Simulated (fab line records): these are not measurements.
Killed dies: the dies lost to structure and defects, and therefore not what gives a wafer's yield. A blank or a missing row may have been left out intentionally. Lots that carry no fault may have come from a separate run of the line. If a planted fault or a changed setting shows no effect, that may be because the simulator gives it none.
Which tool was responsible?	flow gf180mcu	13 lots with 39 wafers sampled at 4 steps, on a route of 602 steps

## WHAT THE GAUGES READ, wafer by wafer
GF_M3_OVL_MEAS_15. Usual: M3_OVL gives 3 nm (standard deviation 4.7).
lot	measured	on	M3_OVL (nm)	flag
L947	day 21 10:24	overlay-01	5 6 4	
L949	day 22 02:18	overlay-02	13 11 5	
L951	day 23 00:42	overlay-01	2 7 2	
L950	day 23 01:35	overlay-02	-4 3 1	
L952	day 23 12:55	overlay-01	1 -5 0	
L953	day 23 22:31	overlay-01	18 6 6	
L960	day 26 00:33	overlay-02	3 -7 0	
L962	day 26 19:10	overlay-01	-6 7 2	
L963	day 26 22:51	overlay-02	2 4 4	
L965	day 27 11:43	overlay-01	7 -4 6	
L966	day 27 22:16	overlay-01	6 -1 3	
L967	day 28 03:41	overlay-01	6 6 18	
L970	day 28 21:16	overlay-02	-3 -6 -6	

## WHICH TOOL RAN EACH LOT (tool, then ch and the chambers of the sampled wafers, then the start)
lot	GF_V1_SPUTTER_22	GF_M2_SPUTTER_00	GF_M2_SPUTTER_01
L947	pvd-sputter-01, day 18 05:12	pvd-sputter-03, day 18 05:50	pvd-sputter-03, day 18 05:56
L949	pvd-sputter-01, day 18 21:16	pvd-sputter-03, day 18 21:53	pvd-sputter-03, day 18 21:59
L951	pvd-sputter-02, day 19 22:17	pvd-sputter-03, day 19 22:55	pvd-sputter-03, day 19 23:01
L950	pvd-sputter-04, day 19 22:55	pvd-sputter-01, day 19 23:32	pvd-sputter-01, day 19 23:38
L952	pvd-sputter-02, day 20 10:48	pvd-sputter-04, day 20 11:28	pvd-sputter-04, day 20 11:34
L953	pvd-sputter-02, day 20 19:59	pvd-sputter-01, day 20 20:37	pvd-sputter-01, day 20 20:43
L960	pvd-sputter-01, day 23 02:37	pvd-sputter-03, day 23 03:22	pvd-sputter-03, day 23 03:28
L962	pvd-sputter-04, day 23 23:21	pvd-sputter-03, day 23 23:59	pvd-sputter-03, day 24 00:05
L963	pvd-sputter-04, day 24 02:09	pvd-sputter-01, day 24 02:47	pvd-sputter-01, day 24 02:53
L965	pvd-sputter-01, day 24 15:17	pvd-sputter-01, day 24 15:55	pvd-sputter-01, day 24 16:01
L966	pvd-sputter-04, day 25 04:46	pvd-sputter-01, day 25 05:23	pvd-sputter-01, day 25 05:29
L967	pvd-sputter-01, day 25 08:52	pvd-sputter-01, day 25 09:30	pvd-sputter-01, day 25 09:36
L970	pvd-sputter-01, day 26 04:58	pvd-sputter-04, day 26 05:35	pvd-sputter-04, day 26 05:41
- GF_V1_SPUTTER_22: material TiN, target thk 10 nm, time 40 s.
- GF_M2_SPUTTER_00: material Ti, target thk 37.5 nm, time 150 s.
- GF_M2_SPUTTER_01: material TiN, target thk 30 nm, time 25 s.

## WHAT THE TOOLS THEMSELVES READ (means of the sampled wafers that have a number; where no wafer has one, the mark that the record gives instead)
GF_V1_SPUTTER_22. Usual: chamber-pressure-pa 5.001 Pa, standard deviation 0.0093; throttle-valve-pct 30.1 %, standard deviation 1.2.
lot	tool	chamber-pressure-pa (Pa)	throttle-valve-pct (%)	flag
L947	pvd-sputter-01	4.995	29.0	
L949	pvd-sputter-01	5.004	30.1	
L951	pvd-sputter-02	4.999	31.7	
L950	pvd-sputter-04	4.999	30.6	
L952	pvd-sputter-02	4.999	31.0	
L953	pvd-sputter-02	5.000	30.6	
L960	pvd-sputter-01	5.005	28.5	
L962	pvd-sputter-04	5.010	29.0	
L963	pvd-sputter-04	4.996	29.6	
L965	pvd-sputter-01	5.006	30.0	
L966	pvd-sputter-04	4.999	29.6	
L967	pvd-sputter-01	4.996	29.4	
L970	pvd-sputter-01	4.994	30.1	

GF_M2_SPUTTER_00. Usual: chamber-pressure-pa 2.000 Pa, standard deviation 0.004; throttle-valve-pct 29.7 %, standard deviation 1.
lot	tool	chamber-pressure-pa (Pa)	throttle-valve-pct (%)	flag
L947	pvd-sputter-03	2.002	30.3	
L949	pvd-sputter-03	2.004	30.6	
L951	pvd-sputter-03	2.001	30.6	
L950	pvd-sputter-01	2.001	29.0	
L952	pvd-sputter-04	1.999	29.2	
L953	pvd-sputter-01	2.004	28.7	
L960	pvd-sputter-03	2.195	28.5	OFF
L962	pvd-sputter-03	2.196	28.6	OFF
L963	pvd-sputter-01	2.003	29.7	
L965	pvd-sputter-01	2.002	29.3	
L966	pvd-sputter-01	2.000	29.4	
L967	pvd-sputter-01	1.997	29.6	
L970	pvd-sputter-04	2.000	29.9	

GF_M2_SPUTTER_01. Usual: chamber-pressure-pa 0.3999 Pa, standard deviation 0.00074; throttle-valve-pct 29.7 %, standard deviation 1.
lot	tool	chamber-pressure-pa (Pa)	throttle-valve-pct (%)	flag
L947	pvd-sputter-03	0.3996	30.5	
L949	pvd-sputter-03	0.4001	30.6	
L951	pvd-sputter-03	0.3998	30.4	
L950	pvd-sputter-01	0.3998	29.1	
L952	pvd-sputter-04	0.4004	29.1	
L953	pvd-sputter-01	0.4000	28.5	
L960	pvd-sputter-03	0.3993	30.0	
L962	pvd-sputter-03	0.3994	29.9	
L963	pvd-sputter-01	0.3998	29.7	
L965	pvd-sputter-01	0.3992	29.3	
L966	pvd-sputter-01	0.3996	29.6	
L967	pvd-sputter-01	0.3998	29.4	
L970	pvd-sputter-04	0.4009	30.0	

## THE ANSWER, worked out from the rows above alone
Rule: a lot counts as off when the mean over its wafers that have a number is more than 3 standard deviations away from the usual mean. A lot without any number at a reading at which 4 lots or more have one is off too. All remaining lots with rows at the step are treated as sound. The gauges are gone through in route order, then the tools' own readings, and for those a lot's mean is taken as printed above. At the first step where some lot is off, the reading lying furthest off is the one used; lots without a number count as furthest.
Off: L960, L962, at GF_M2_SPUTTER_00 (chamber-pressure-pa).
If a tool, at that step or one of the process steps before it, ran each lot that is off and ran no sound lot following the first of them, it fits. One fits: pvd-sputter-03 at GF_M2_SPUTTER_00. Its last sound lot is L951 (day 19 22:55), its first lot that is off L960 (day 23 03:22): a fault that began between those two fits.
On the lots that are off, the tool's own readings at GF_M2_SPUTTER_00 differ by more than 5 times the standard deviation of the sound lots' means, which bears it out; chamber-pressure-pa reads 2.196 Pa there versus 2.001 Pa on the sound lots.

## WHAT HAD BEEN PUT IN BY THE SIMULATOR
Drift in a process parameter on pvd-sputter-03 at GF_M2_SPUTTER_00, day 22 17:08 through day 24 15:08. The setting chamber-pressure-pa was moved by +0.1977, starting from 2. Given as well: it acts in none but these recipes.
Shown lots that were struck: L960, L962. The same result came from the rule above.
